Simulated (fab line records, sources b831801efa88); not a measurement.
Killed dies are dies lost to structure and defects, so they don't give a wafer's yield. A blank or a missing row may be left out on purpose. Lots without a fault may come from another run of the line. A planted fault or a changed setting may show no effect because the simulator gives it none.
Chamber matching | flow sky130 | SKY_FIELD_ISO_ETCH_17 on rie_si-02: 4 sister chambers
The step etches Si in HBr/Cl2/O2, target depth 342 nm, time 97.7 s. 4 wafers are shown with their chamber, then 10 later ones without.

WAFERS WITH THEIR CHAMBER
wafer  | chamber | oes_product_au (a.u.)
L081.2 | 3       | 0.987
L085.1 | 1       | 0.966
L088.1 | 0       | 0.992
L088.2 | 2       | 1.011

WAFERS WITHOUT THEIR CHAMBER
wafer  | oes_product_au (a.u.)
L088.4 | 0.988
L092.1 | 1.011
L092.4 | 1.002
L092.5 | 0.995
L094.1 | 0.994
L094.2 | 0.985
L094.5 | 1.005
L096.2 | 0.988
L096.4 | 1.004
L096.5 | 1.009

WHICH CHAMBER EACH WENT THROUGH
wafer  | from the rows above          | in truth
L088.4 | can't be placed: 3 or 0      | 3
L092.1 | 2                            | 2
L092.4 | can't be placed: 2 or 0 or 3 | 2
L092.5 | can't be placed: 0 or 3      | 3
L094.1 | can't be placed: 0 or 3      | 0
L094.2 | can't be placed: 3 or 0      | 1
L094.5 | can't be placed: 2 or 0      | 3
L096.2 | can't be placed: 3 or 0      | 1
L096.4 | can't be placed: 2 or 0      | 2
L096.5 | 2                            | 2
Placed correctly: 2 of 10. Can't be placed from these rows: 8 (the true chamber is among the candidates in 5). Placed wrongly: 0.
How it was worked out, from the rows above alone: a wafer's distance from a chamber is the root of the sum, over the readings, of the square of ((its reading less the chamber's mean) divided by the reading's scatter). The wafer belongs to the nearest chamber; if the next one is less than 2 further off, it can't be placed. A chamber's mean is the mean of its shown wafers. The scatter: with one shown wafer a chamber, the root of the mean of the squares of how far each hidden wafer lies from its nearest shown one.
